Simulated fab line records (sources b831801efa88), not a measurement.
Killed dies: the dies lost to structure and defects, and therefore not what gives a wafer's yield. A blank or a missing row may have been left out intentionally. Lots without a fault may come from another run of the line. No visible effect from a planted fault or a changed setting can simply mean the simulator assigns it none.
Struck lot and sound lot, side by side ; flow gf180mcu ; 14 steps out of a route of 602
Sound: wafers L296.4, L296.5, L296.6. The struck wafers were L283.1, L283.2, L283.6. The cause is given at the end.
Per side, at each step with rows, come the tool, then ch with its chambers, and then its first start. Under that, the readings that differ: sound wafers ; struck wafers ; difference of the means ; sigmas: that difference in standard deviations of wafers without a fault.
alike: words and numbers the same on both sides, and readings whose means are apart by under 2 such deviations; not compared: readings that were withheld, readings missing a value for some wafer, numbers with overlapping values and no deviation given by the record, and bounds like >300 which may hide the same value.
A row with sigmas, a row that says differs or no value, or rows on one side alone: a step with any of these is where the two part. Non-overlapping numbers with no deviation appear without sigmas and do not part them. Lack of a reading on every wafer of one side parts them only where that side has two or more wafers.

first, 1 step without rows for these wafers: GF_CONTACT_CVD_00 (deposits SiO2, target thk 300 nm, time 50 s).
GF_CONTACT_THK_MEAS_01:
  sound on film metro-01, day 22 18:27; struck on film metro-04, day 17 19:22
  alike: CONTACT_CVD_00_THK
GF_CONTACT_CVD_02: deposits SiO2 from TEOS, target thk 860 nm, time 95.992 s.
  sound on pecvd-03 ch 0,1,2, day 22 18:31; struck on pecvd-04 ch 1,2, day 17 19:26
  alike: heater power w
GF_CONTACT_THK_MEAS_03:
  sound on film metro-04, day 22 18:35; struck on film metro-02, day 17 19:30
  alike: CONTACT_CVD_02_THK
GF_CONTACT_CMP_04: polishes SiO2.
  sound on cmp-01 ch 0,3, day 22 18:37; struck on cmp-02 ch 0,3, day 17 19:34
  alike: motor current A, slurry filter dp kPa, time to endpoint s
GF_CONTACT_BOW_MEAS_05:
  sound on film metro-02, day 22 18:58; struck on film metro-04, day 17 19:52
  alike: CONTACT_BOW
then, 6 steps without rows for these wafers: GF_CONTACT_DEHYDRATE_06 (time 60 s); GF_CONTACT_HMDS_07 (prime time 60 s); GF_CONTACT_COAT_08; GF_CONTACT_COAT_09 (resist thk 1000 nm); GF_CONTACT_SOFTBAKE_10 (time 60 s); GF_CONTACT_EXPOSE_11 (exposes mask Contact, target cd 220 nm).
GF_CONTACT_PEB_12: peb time 90 s.
  struck on litho track-04, day 18 19:16; sound on litho track-01 ch 0, day 23 17:20
  no value came back on the struck wafers for chill plate temp C (C), exhaust pa (Pa); on the sound wafers chill plate temp C (C) reads 23.07 23.09 23.05
then, 1 step without rows for these wafers: GF_CONTACT_DEVELOP_13 (develop time 60 s).

== WHERE THEY PART ==
Only at GF_CONTACT_PEB_12, as far as this record shows.

WHY: whatever the simulator had introduced
Skipped step whole: litho track-04, from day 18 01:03 on, at GF_CONTACT_PEB_12. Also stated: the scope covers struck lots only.
